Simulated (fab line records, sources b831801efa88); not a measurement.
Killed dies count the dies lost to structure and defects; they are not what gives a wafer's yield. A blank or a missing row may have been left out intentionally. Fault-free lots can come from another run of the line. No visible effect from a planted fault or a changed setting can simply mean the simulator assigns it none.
Which tool was responsible? | flow sky130 | Sampling: 6 lots, 18 wafers, 3 of 708 route steps

== WHAT EACH GAUGE READ, for each wafer ==
SKY_LDD_HVN_TW_MEAS_10.
lot  | measured     | on            | LDD_HVN_TW
L749 | day 20 07:07 | film metro-01 | 1460 1465 1474
L752 | day 21 21:36 | film metro-03 | 1422 1424 1426
L756 | day 23 10:54 | film metro-03 | 1427 1428 1424
L762 | day 27 01:33 | film metro-04 | 1400 1396 1404
L767 | day 27 18:06 | film metro-01 | 1464 1465 1465
L770 | day 28 14:37 | film metro-04 | 1477 1477 1476

== EACH LOT AND THE TOOL THAT RAN IT (in order: tool; ch and the chambers of the sampled wafers; start) ==
lot  | SKY_GATE_OXIDE_STRIP_13              | SKY_LDD_HVN_IMPLANT_08
L749 | plasma asher-02 ch 0,1, day 13 21:47 | implanter-03 ch 0, day 20 06:55
L752 | plasma asher-02 ch 0,1, day 15 07:19 | implanter-03 ch 0, day 21 21:22
L756 | plasma asher-03 ch 0,1, day 16 19:01 | implanter-01 ch 0, day 23 10:40
L762 | plasma asher-03 ch 1, day 20 06:47   | implanter-03 ch 0, day 27 01:19
L767 | plasma asher-03 ch 0,1, day 21 00:02 | implanter-04 ch 0, day 27 17:52
L770 | plasma asher-02 ch 0,1, day 22 02:13 | implanter-04 ch 0, day 28 14:25
- SKY_GATE_OXIDE_STRIP_13: strips in O2/N2.
- SKY_LDD_HVN_IMPLANT_08

== THE ANSWER, worked out from the rows above alone ==
Rule: the usual values come from the lots themselves. Put in order of their means at a reading, lots are off if they are a third of the lots or fewer, leave a main group of 4 or more, and stand apart from it by a gap of 3 or more times the standard deviation of the main group's means; of several such gaps the widest counts. A main group whose means are all the same, to the digits that the tables above print for the reading, isn't used. A lot without any number at a reading at which 4 lots or more have one is off too. Any other lot the step has rows for is counted as sound.
No lot is off at any reading shown: from this, nothing can be told.

== WHAT WAS PUT IN BY THE SIMULATOR ==
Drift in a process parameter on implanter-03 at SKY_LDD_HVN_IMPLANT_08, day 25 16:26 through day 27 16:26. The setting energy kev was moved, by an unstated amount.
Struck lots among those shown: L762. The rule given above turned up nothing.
